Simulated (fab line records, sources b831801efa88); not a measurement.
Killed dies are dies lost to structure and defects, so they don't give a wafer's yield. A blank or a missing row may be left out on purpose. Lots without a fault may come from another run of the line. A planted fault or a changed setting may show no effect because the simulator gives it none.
Tool commonality check | flow sky130 | 14 lots, 42 wafers sampled

WHY IT WAS OPENED
At SKY_SONOS_TUNNEL_CD_MEAS_07 the reading cd_nm is flagged on 2 of 14 lots. Wafers without a fault read 411.3 nm, standard deviation 2.2.
Rule: a lot is flagged when every wafer of it that has a number lies more than 4 standard deviations from that mean, or none has a number. The other lots count as sound.

lot  | measured     | on        | cd_nm (nm), wafer by wafer | flag
L509 | day 10 23:58 | cd_sem-02 | 409.7 410.0 409.7          |
L510 | day 11 07:59 | cd_sem-01 | 413.7 411.8 412.9          |
L511 | day 11 20:23 | cd_sem-01 | 410.7 412.4 410.8          |
L514 | day 13 09:57 | cd_sem-02 | 395.9 394.9 394.6          | FLAGGED
L515 | day 13 18:12 | cd_sem-01 | 395.4 395.0 397.3          | FLAGGED
L521 | day 16 04:18 | cd_sem-01 | 408.7 406.6 406.9          |
L523 | day 16 13:20 | cd_sem-02 | 406.8 406.9 408.3          |
L525 | day 16 17:23 | cd_sem-01 | 408.6 407.9 406.2          |
L524 | day 16 18:36 | cd_sem-02 | 413.6 414.8 413.4          |
L526 | day 16 23:20 | cd_sem-01 | 414.1 412.0 413.9          |
L528 | day 17 17:55 | cd_sem-01 | 414.0 412.8 411.8          |
L527 | day 17 21:28 | cd_sem-01 | 412.7 411.3 415.0          |
L529 | day 18 03:01 | cd_sem-02 | 412.0 411.4 410.7          |
L530 | day 18 04:39 | cd_sem-01 | 411.8 411.5 410.1          |
The numbers of the flagged lots are 395.5 nm on average: -15.8 nm against the usual, or -7 standard deviations.

WHICH TOOL RAN EACH LOT
The record holds 1 process step before the reading, out of a route of 708 steps. In each cell: the tool, then ch and the chambers that the sampled wafers went through, then the start.
lot  | flag    | SKY_SONOS_TUNNEL_DEVELOP_06
L509 |         | litho_track-03 ch 0, day 10 23:49
L510 |         | litho_track-01 ch 0, day 11 07:50
L511 |         | litho_track-03 ch 0, day 11 20:14
L514 | FLAGGED | litho_track-01 ch 0, day 13 09:48
L515 | FLAGGED | litho_track-01 ch 0, day 13 18:03
L521 |         | litho_track-04 ch 0, day 16 04:09
L523 |         | litho_track-03 ch 0, day 16 13:11
L525 |         | litho_track-01 ch 0, day 16 17:14
L524 |         | litho_track-01 ch 0, day 16 18:27
L526 |         | litho_track-01 ch 0, day 16 23:11
L528 |         | litho_track-01 ch 0, day 17 17:46
L527 |         | litho_track-03 ch 0, day 17 21:19
L529 |         | litho_track-03 ch 0, day 18 02:52
L530 |         | litho_track-04 ch 0, day 18 04:30
What these steps do:
- SKY_SONOS_TUNNEL_DEVELOP_06: develop time 60 s.
- SKY_SONOS_TUNNEL_CD_MEAS_07: target cd 410 nm.

FLAGGED OVER TOTAL, TOOL BY TOOL (the gauges that took the reading come last)
step                        | tool           | lots run | flagged | share of the flagged lots | sound lots run after its first flagged lot
SKY_SONOS_TUNNEL_DEVELOP_06 | litho_track-01 | 7        | 2       | all                       | 4 (L525,L524,L526,L528)
SKY_SONOS_TUNNEL_DEVELOP_06 | litho_track-03 | 5        | 0       | none                      | -
SKY_SONOS_TUNNEL_DEVELOP_06 | litho_track-04 | 2        | 0       | none                      | -
SKY_SONOS_TUNNEL_CD_MEAS_07 | cd_sem-01      | 9        | 1       | some                      | 6 (L521,L525,L526,L528,L527,L530)
SKY_SONOS_TUNNEL_CD_MEAS_07 | cd_sem-02      | 5        | 1       | some                      | 3 (L523,L524,L529)

WHAT THE TABLE ALLOWS
1 row of the table ran every flagged lot: litho_track-01 at SKY_SONOS_TUNNEL_DEVELOP_06.
- litho_track-01 at SKY_SONOS_TUNNEL_DEVELOP_06: 2 of its 7 lots flagged. Sound lots ran on it after the first flagged one (L525, L524, L526, L528), which a lasting fault on the whole tool wouldn't allow.
No row of the table ran every flagged lot and no sound lot after the first.

WHAT THE SIMULATOR HAD PUT IN
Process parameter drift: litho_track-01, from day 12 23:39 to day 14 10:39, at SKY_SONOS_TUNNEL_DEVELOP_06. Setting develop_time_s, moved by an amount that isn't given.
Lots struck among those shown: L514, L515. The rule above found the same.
